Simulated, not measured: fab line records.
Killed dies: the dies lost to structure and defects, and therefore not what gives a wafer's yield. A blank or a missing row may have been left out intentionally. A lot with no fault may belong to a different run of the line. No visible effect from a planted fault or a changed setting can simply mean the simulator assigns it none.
fab line records    flow gf180mcu
record lots=13  wafers=39  last_day=34
route steps=602 shown PSD@254 V1@356 V3@430 V4@491
lots that met no fault: taken from a fault-free run of the same line
start_h: hours from the record's opening day to when the first of the lot's shown wafers began    wait_h: hours from the lot's prior step to this one    " as in the row above    L1.1+2: one row covering several wafers at once    - no value, or no start given    * or withheld: withheld    < > ~ a bound
route shown NAME@n: NAME is a module with steps in the file, n the number in the route of the first one    usual: the fault-free wafers' mean and standard deviation    same: alike in all rows    chamber/n: place in a boat    sites: the reading at each site    _std_site: how widely they spread, as a standard deviation    _edge_site: inner sites' mean taken away from outer sites' mean    radius_mm: how far each site lies from the wafer's centre    mask NAME#n: copy n    behind: the most recent tool/chamber to have shaped the wafer    hold: cause of the lot's hold/its duration in hours/its outcome    device: the transistor (n, p or np) that didn't switch    end of line: the route-end tests of the same wafers    a step given without rows: its recipe and nothing more    killed: dies that structure and defects cost at the first sort, which is not the same as the wafer's yield    map: dies across one wafer; x = killed, . = not, _ = none there
set.NAME: the run value of the setting; set.NAME@STEP: its run value at that earlier step    model.NAME: the simulator's own value behind a step, which no gauge read
one table for each step of the route and one row for each wafer, over a sample of lots
services: from which hour (start_h, from the record's first day; less than 0 if before it) a tool's chamber was out of use, for how many hours, and why
## steps
# step GF_PSD_DEVELOP_06
# recipe develop_time_s=60  dev_temp_c=23
# usual developer_temp_C=22.98/0.11  resist_line_temp_C=23.00/0.11
lot.wafer  tool            chamber  start_h  wait_h  developer_temp_C  resist_line_temp_C
L297.1     litho_track-02  0        316.39   0.1     23.08             22.89
L297.4     "               0        "        "       22.91             22.98
L297.5     "               0        "        "       23.08             22.95
L298.1     litho_track-01  0        330.63   0.1     22.97             22.84
L298.4     "               0        "        "       22.94             22.95
L298.5     "               0        "        "       23.14             22.95
L299.2     litho_track-02  0        339.91   0.1     22.88             23.07
L299.4     "               0        "        "       23.01             22.99
L299.6     "               0        "        "       22.88             23.09
L300.3     litho_track-01  0        345.28   0.1     23.12             23.03
L300.5     "               0        "        "       23.03             23.02
L300.6     "               0        "        "       23.04             22.94
L301.1     litho_track-01  0        350.83   0.1     22.80             22.98
L301.5     "               0        "        "       23.03             22.88
L301.6     "               0        "        "       22.91             22.99
L302.1     litho_track-04  0        356.40   0.1     22.79             22.99
L302.5     "               0        "        "       22.89             23.07
L302.6     "               0        "        "       22.99             22.95
L303.1     litho_track-02  0        378.94   0.1     22.89             23.02
L303.2     "               0        "        "       22.99             23.07
L303.5     "               0        "        "       22.98             22.96
L309.1     litho_track-01  0        422.12   0.1     22.94             22.84
L309.5     "               0        "        "       23.12             22.98
L309.6     "               0        "        "       23.06             22.94
L310.1     litho_track-04  0        428.70   0.1     23.05             23.23
L310.4     "               0        "        "       23.15             23.13
L310.5     "               0        "        "       22.89             23.38
L315.1     litho_track-01  0        477.57   0.1     25.35             22.94
L315.3     "               0        "        "       25.22             22.94
L315.5     "               0        "        "       25.37             22.81
L316.1     litho_track-02  0        478.13   0.1     23.06             23.18
L316.3     "               0        "        "       22.99             22.91
L316.5     "               0        "        "       23.13             23.13
L317.1     litho_track-02  0        487.58   0.1     23.12             23.02
L317.2     "               0        "        "       23.21             23.13
L317.5     "               0        "        "       23.05             23.05
L318.1     litho_track-01  0        491.02   0.1     25.22             23.09
L318.2     "               0        "        "       25.35             23.09
L318.4     "               0        "        "       25.40             23.00
# step GF_PSD_CD_MEAS_07
# recipe target_cd_nm=400
# usual cd_nm=399.7/2.3
lot.wafer  tool       chamber  start_h  wait_h  hold                      cd_nm
L297.1     cd_sem-02  -        316.54   0.1     -                         405.3
L297.4     "          -        "        "       -                         403.7
L297.5     "          -        "        "       -                         403.8
L298.1     cd_sem-02  -        330.78   0.1     -                         399.5
L298.4     "          -        "        "       -                         396.4
L298.5     "          -        "        "       -                         397.0
L299.2     cd_sem-01  -        340.06   0.1     -                         401.1
L299.4     "          -        "        "       -                         400.7
L299.6     "          -        "        "       -                         401.8
L300.3     cd_sem-01  -        345.42   0.1     -                         398.1
L300.5     "          -        "        "       -                         399.6
L300.6     "          -        "        "       -                         400.8
L301.1     cd_sem-01  -        350.98   0.1     -                         398.2
L301.5     "          -        "        "       -                         399.2
L301.6     "          -        "        "       -                         398.4
L302.1     cd_sem-01  -        356.55   0.1     -                         396.9
L302.5     "          -        "        "       -                         398.4
L302.6     "          -        "        "       -                         397.7
L303.1     cd_sem-02  -        379.09   0.1     -                         402.0
L303.2     "          -        "        "       -                         400.2
L303.5     "          -        "        "       -                         400.8
L309.1     cd_sem-02  -        422.27   0.1     -                         398.0
L309.5     "          -        "        "       -                         399.1
L309.6     "          -        "        "       -                         400.4
L310.1     cd_sem-02  -        428.85   0.1     -                         400.8
L310.4     "          -        "        "       -                         398.9
L310.5     "          -        "        "       -                         401.2
L315.1     cd_sem-02  -        477.72   0.1     -                         394.5
L315.3     "          -        "        "       -                         393.2
L315.5     "          -        "        "       -                         392.6
L316.1     cd_sem-02  -        478.28   0.1     -                         401.4
L316.3     "          -        "        "       -                         401.0
L316.5     "          -        "        "       -                         399.4
L317.1     cd_sem-02  -        487.73   0.1     -                         399.7
L317.2     "          -        "        "       -                         400.4
L317.5     "          -        "        "       -                         399.5
L318.1     cd_sem-02  -        491.17   0.1     await_dispo/0.2h/release  391.2
L318.2     "          -        "        "       await_dispo/0.2h/release  390.3
L318.4     "          -        "        "       await_dispo/0.2h/release  392.5
L318.1     cd_sem-02  -        491.46   0.3     -                         391.4
L318.2     "          -        "        "       -                         390.7
L318.4     "          -        "        "       -                         392.4
# step GF_V1_SPUTTER_21
# recipe material=Ti  target_thk_nm=15  chamber_pressure_pa=5  power_w=2500  substrate_temp_c=200  time_s=80.02
# usual chamber_pressure_pa=5.001/0.011  throttle_valve_pct=29.8/1.1
lot.wafer  tool            chamber  start_h  wait_h  chamber_pressure_pa  throttle_valve_pct
L297.1     pvd_sputter-03  -        410.99   0.0     5.004                29.8
L297.4     "               -        "        "       4.998                31.6
L297.5     "               -        "        "       4.998                29.7
L298.1     pvd_sputter-02  -        427.24   0.0     5.017                30.3
L298.4     "               -        "        "       4.996                29.0
L298.5     "               -        "        "       5.019                29.4
L299.2     pvd_sputter-02  -        437.32   0.0     5.018                29.3
L299.4     "               -        "        "       4.995                30.5
L299.6     "               -        "        "       5.006                29.7
L300.3     pvd_sputter-02  -        443.80   0.0     4.986                29.7
L300.5     "               -        "        "       4.997                29.1
L300.6     "               -        "        "       5.000                29.4
L301.1     pvd_sputter-03  -        450.16   0.0     4.986                27.4
L301.5     "               -        "        "       4.997                27.6
L301.6     "               -        "        "       4.999                31.7
L302.1     pvd_sputter-04  -        455.50   0.0     4.993                30.1
L302.5     "               -        "        "       5.024                29.9
L302.6     "               -        "        "       5.001                31.0
L303.1     pvd_sputter-04  -        479.24   0.0     4.970                30.1
L303.2     "               -        "        "       5.013                31.1
L303.5     "               -        "        "       4.978                29.9
L309.1     pvd_sputter-04  -        521.83   0.0     5.025                30.3
L309.5     "               -        "        "       5.001                31.1
L309.6     "               -        "        "       4.997                30.1
L310.1     pvd_sputter-04  -        531.62   0.0     5.000                30.5
L310.4     "               -        "        "       5.005                30.5
L310.5     "               -        "        "       5.014                31.2
L315.1     pvd_sputter-03  -        574.59   0.0     5.000                31.3
L315.3     "               -        "        "       5.003                29.6
L315.5     "               -        "        "       4.994                30.3
L316.1     pvd_sputter-02  -        575.66   0.0     5.011                30.5
L316.3     "               -        "        "       4.986                28.8
L316.5     "               -        "        "       4.982                30.3
L317.1     pvd_sputter-03  -        583.97   0.0     4.999                29.6
L317.2     "               -        "        "       5.001                27.5
L317.5     "               -        "        "       5.003                27.4
L318.1     pvd_sputter-03  -        588.13   0.0     4.989                29.7
L318.2     "               -        "        "       4.980                30.5
L318.4     "               -        "        "       4.996                31.4
# step GF_V3_THK_MEAS_01
# recipe reads=SiO2_of_V3_CVD_00
# usual V3_CVD_00_THK=600/5.1
lot.wafer  tool           chamber  start_h  wait_h  V3_CVD_00_THK[nm]
L297.1     film_metro-01  -        487.46   0.0     595
L297.4     "              -        "        "       599
L297.5     "              -        "        "       596
L298.1     film_metro-02  -        506.02   0.0     599
L298.4     "              -        "        "       599
L298.5     "              -        "        "       594
L299.2     film_metro-01  -        513.40   0.0     596
L299.4     "              -        "        "       600
L299.6     "              -        "        "       604
L300.3     film_metro-03  -        521.53   0.1     600
L300.5     "              -        "        "       596
L300.6     "              -        "        "       600
L301.1     film_metro-01  -        525.86   0.0     597
L301.5     "              -        "        "       601
L301.6     "              -        "        "       595
L302.1     film_metro-03  -        532.34   0.0     599
L302.5     "              -        "        "       606
L302.6     "              -        "        "       603
L303.1     film_metro-03  -        554.12   0.0     596
L303.2     "              -        "        "       607
L303.5     "              -        "        "       601
L309.1     film_metro-03  -        593.77   0.0     611
L309.5     "              -        "        "       600
L309.6     "              -        "        "       595
L310.1     film_metro-03  -        602.21   0.0     600
L310.4     "              -        "        "       603
L310.5     "              -        "        "       600
L315.1     film_metro-02  -        641.51   0.0     601
L315.3     "              -        "        "       609
L315.5     "              -        "        "       599
L316.1     film_metro-01  -        642.19   0.0     595
L316.3     "              -        "        "       606
L316.5     "              -        "        "       605
L317.1     film_metro-03  -        650.31   0.0     594
L317.2     "              -        "        "       603
L317.5     "              -        "        "       598
L318.1     film_metro-03  -        654.41   0.0     595
L318.2     "              -        "        "       599
L318.4     "              -        "        "       604
# step GF_V4_OVL_MEAS_15
# usual V4_OVL=-2/6.1
lot.wafer  tool        chamber  start_h  wait_h  V4_OVL[nm]
L297.1     overlay-01  -        559.92   0.1     -9
L297.4     "           -        "        "       -4
L297.5     "           -        "        "       -9
L298.1     overlay-01  -        578.45   0.1     -1
L298.4     "           -        "        "       -6
L298.5     "           -        "        "       1
L299.2     overlay-01  -        584.44   0.1     -7
L299.4     "           -        "        "       -11
L299.6     "           -        "        "       -3
L300.3     overlay-02  -        591.43   0.1     7
L300.5     "           -        "        "       -1
L300.6     "           -        "        "       5
L301.1     overlay-01  -        595.45   0.1     0
L301.5     "           -        "        "       -8
L301.6     "           -        "        "       -6
L302.1     overlay-02  -        601.35   0.1     -12
L302.5     "           -        "        "       -11
L302.6     "           -        "        "       -4
L303.1     overlay-02  -        620.87   0.1     -11
L303.2     "           -        "        "       2
L303.5     "           -        "        "       -2
L309.1     overlay-02  -        658.67   0.1     -6
L309.5     "           -        "        "       -4
L309.6     "           -        "        "       -4
L310.1     overlay-01  -        666.58   0.1     2
L310.4     "           -        "        "       8
L310.5     "           -        "        "       0
L315.1     overlay-01  -        706.67   0.1     -3
L315.3     "           -        "        "       -4
L315.5     "           -        "        "       -7
L316.1     overlay-02  -        706.88   0.1     5
L316.3     "           -        "        "       8
L316.5     "           -        "        "       8
L317.1     overlay-02  -        711.93   0.1     -5
L317.2     "           -        "        "       -7
L317.5     "           -        "        "       -2
L318.1     overlay-01  -        718.05   0.1     6
L318.2     "           -        "        "       -1
L318.4     "           -        "        "       -3
## services
tool            chamber  start_h  hours  kind
pvd_sputter-02  -        311.43   59.2   repair
pvd_sputter-03  -        324.71   15.1   repair
pvd_sputter-03  -        335.70   3.1    repair
pvd_sputter-03  0        339.83   -      consumable_replace:kit
pvd_sputter-03  0        339.83   18.0   scheduled_down
pvd_sputter-03  0        339.83   18.0   vent_cycle
pvd_sputter-03  -        385.63   2.4    repair
litho_track-04  -        396.96   -      consumable_replace:filter
pvd_sputter-04  0        422.98   -      consumable_replace:kit
pvd_sputter-04  0        422.98   18.0   scheduled_down
pvd_sputter-04  0        422.98   18.0   vent_cycle
pvd_sputter-03  -        479.07   7.6    repair
pvd_sputter-02  -        497.88   2.6    repair
pvd_sputter-03  -        544.46   2.8    repair
pvd_sputter-02  2        581.52   -      consumable_replace:kit
pvd_sputter-02  2        581.52   18.0   scheduled_down
pvd_sputter-02  2        581.52   18.0   vent_cycle
## key
first_sign step=GF_PSD_DEVELOP_06  reading=developer_temp_C  direction=up  sigmas=21  usual=*  struck=*
effect step=GF_PSD_CD_MEAS_07  reading=visit  direction=added  through=control_loop
met_at GF_PSD_DEVELOP_06
struck_lots L315,L318
tester_left_out L315,L318
loop_trim step=GF_PSD_EXPOSE_04  setting=dose  lots=L318
not_acting_at GF_V1_SPUTTER_21,GF_V3_THK_MEAS_01,GF_V4_OVL_MEAS_15
onset_between 422.12 477.57
fault kind=process_parameter_drift  tool=litho_track-01  chamber=-  onset_h=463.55  steps=GF_PSD_DEVELOP_06  channel=dev_temp_c  offset=*  shape=step  end_h=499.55  acts_in=*  stated=*
# tester_left_out: of these lots the tester's yield and bins aren't shown, on N5 and GAA mostly nor the transistor test; their killed dies are dies lost to structure and defects alone, not to doping, threshold or leakage, so they don't give the yield
# loop_trim: a control loop set the setting to another value than it would have without faults
